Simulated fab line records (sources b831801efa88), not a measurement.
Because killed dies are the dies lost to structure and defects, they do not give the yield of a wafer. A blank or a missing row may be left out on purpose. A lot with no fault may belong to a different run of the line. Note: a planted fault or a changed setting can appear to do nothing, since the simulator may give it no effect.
A lot that was struck, set against a sound lot || flow gf180mcu || 43 steps out of a route of 602
Sound: these wafers, L105.1, L105.4, L105.5. The struck wafers were L107.3, L107.4, L107.5. The cause is named last.
For every step that has rows: the tool of each side, followed by ch and its chambers, followed by its first start. Under that, the readings that differ: sound wafers || struck wafers || difference of the means || sigmas: that difference in standard deviations of wafers without a fault.
alike: words and numbers the same on both sides, and readings whose means are apart by under 2 such deviations; not compared: readings that were withheld, readings missing a value for some wafer, numbers with overlapping values and no deviation given by the record, and bounds like >300 which may hide the same value.
The two part at a step that has a row with sigmas, a row that says differs or no value, or rows on one side only. Numbers that don't overlap but have no deviation are shown without sigmas and don't part them. A reading missing from all wafers of one side parts the sides only when that side holds two or more wafers.

first, 2 steps without rows for these wafers: GF_NWELL_IMPLANT_08; GF_NWELL_IMPLANT_09.
GF_NWELL_STRIP_10: strips in O2/N2.
  sound on plasma_asher-04 ch 0,1, day 6 07:05; struck on plasma_asher-04 ch 0,1, day 6 17:22
  alike: drypump_motor_current_A, heater_power_w, oes_product_au, strip_time_to_endpoint_s
  not compared: rf_hours_counter_h
GF_NWELL_TW_MEAS_11:
  sound: film_metro-01 at day 6 07:11; struck: film_metro-03 at day 6 17:27
  alike: NWELL_TW
then, 7 steps without rows for these wafers: GF_LVPWELL_DEHYDRATE_00 (time 60 s); GF_LVPWELL_HMDS_01 (prime time 60 s); GF_LVPWELL_COAT_02 (resist thk 3000 nm); GF_LVPWELL_SOFTBAKE_03; GF_LVPWELL_EXPOSE_04 (exposes mask LVPWELL, target cd 600 nm); GF_LVPWELL_PEB_05; GF_LVPWELL_DEVELOP_06 (develop time 60 s).
GF_LVPWELL_OVL_MEAS_07:
  sound: overlay-02 at day 6 22:19; struck: overlay-02 at day 7 08:52
  alike: LVPWELL_OVL
GF_LVPWELL_IMPLANT_08:
  struck on implanter-04, day 7 08:56; sound on implanter-03 ch 0, day 6 22:21
  no value came back on the struck wafers for beam_energy_keV, beam_on_s (s); on the sound wafers beam_energy_keV reads 170.01 170.01 169.94
next, for these wafers, 1 step has no rows: GF_LVPWELL_IMPLANT_09.
GF_LVPWELL_STRIP_10: strips in O2/N2.
  sound on plasma_asher-03 ch 0, day 6 22:39; struck on plasma_asher-04 ch 0,1, day 7 09:13
{"reading": "strip_time_to_endpoint_s (s)", "sound": "37.08 37.13 37.14", "struck": "36.98 36.86 36.78", "difference": -0.24, "sigmas": -2}
  alike: drypump_motor_current_A, heater_power_w, oes_product_au
  not compared: rf_hours_counter_h
GF_LVPWELL_TW_MEAS_11:
  sound: film_metro-03 at day 6 22:45; struck: film_metro-03 at day 7 09:18
{"reading": "LVPWELL_TW", "sound": "559.7 558.8 565.5", "struck": "340.6 338.2 339.5", "difference": -221.9, "sigmas": -92}
then, 7 steps without rows for these wafers: GF_MVSD_DEHYDRATE_00 (time 60 s); GF_MVSD_HMDS_01 (prime time 60 s); GF_MVSD_COAT_02 (resist thk 3000 nm); GF_MVSD_SOFTBAKE_03; GF_MVSD_EXPOSE_04 (exposes mask MVSD, target cd 1000 nm); GF_MVSD_PEB_05; GF_MVSD_DEVELOP_06 (develop time 60 s).
GF_MVSD_OVL_MEAS_07:
  sound: overlay-01 at day 7 13:52; struck: overlay-02 at day 8 00:35
  alike: MVSD_OVL
then, 2 steps without rows for these wafers: GF_MVSD_IMPLANT_08; GF_MVSD_IMPLANT_09.
GF_MVSD_STRIP_10: strips in O2/N2.
  sound on plasma_asher-04 ch 0,1, day 7 14:12; struck on plasma_asher-04 ch 0,1, day 8 00:57
  alike: drypump_motor_current_A, heater_power_w, oes_product_au, strip_time_to_endpoint_s
  not compared: rf_hours_counter_h
GF_MVSD_TW_MEAS_11:
  sound: film_metro-03 at day 7 14:18; struck: film_metro-01 at day 8 01:02
  alike: MVSD_TW
then, 7 steps without rows for these wafers: GF_MVPSD_DEHYDRATE_00 (time 60 s); GF_MVPSD_HMDS_01 (prime time 60 s); GF_MVPSD_COAT_02 (resist thk 3000 nm); GF_MVPSD_SOFTBAKE_03; GF_MVPSD_EXPOSE_04 (exposes mask MVPSD, target cd 1000 nm); GF_MVPSD_PEB_05; GF_MVPSD_DEVELOP_06 (develop time 60 s).
GF_MVPSD_OVL_MEAS_07:
  sound: overlay-02 at day 8 06:03; struck: overlay-01 at day 8 17:26
  alike: MVPSD_OVL
then, 2 steps without rows for these wafers: GF_MVPSD_IMPLANT_08; GF_MVPSD_IMPLANT_09.
GF_MVPSD_STRIP_10: strips in O2/N2.
  sound on plasma_asher-02 ch 1, day 8 06:23; struck on plasma_asher-02 ch 0,1, day 8 17:48
  alike: drypump_motor_current_A, heater_power_w, oes_product_au, strip_time_to_endpoint_s
  not compared: rf_hours_counter_h
GF_MVPSD_TW_MEAS_11:
  sound: film_metro-03 at day 8 06:29; struck: film_metro-01 at day 8 17:53
  alike: MVPSD_TW
then, 2 steps without rows for these wafers: GF_VT_IMPLANT_DEHYDRATE_00 (time 60 s); GF_VT_IMPLANT_HMDS_01 (prime time 60 s).
-- the record jumps here: 3 days lie between the struck wafers' starts before and after --
GF_VT_IMPLANT_RS_MEAS_48: a four-point-probe measurement.
  sound: film_metro-01 at day 11 03:48; struck: film_metro-01 at day 11 18:37
{"reading": "LVPWELL_RS (ohm/sq)", "sound": "1200.9 1199.8 1197.7", "struck": "3804.5 3806.2 3807.7", "difference": "+2606.7", "sigmas": "+99 or more"}

## WHERE THEY PART
First at GF_LVPWELL_IMPLANT_08; last, within this record, at GF_VT_IMPLANT_RS_MEAS_48.

WHY: the cause the simulator had injected
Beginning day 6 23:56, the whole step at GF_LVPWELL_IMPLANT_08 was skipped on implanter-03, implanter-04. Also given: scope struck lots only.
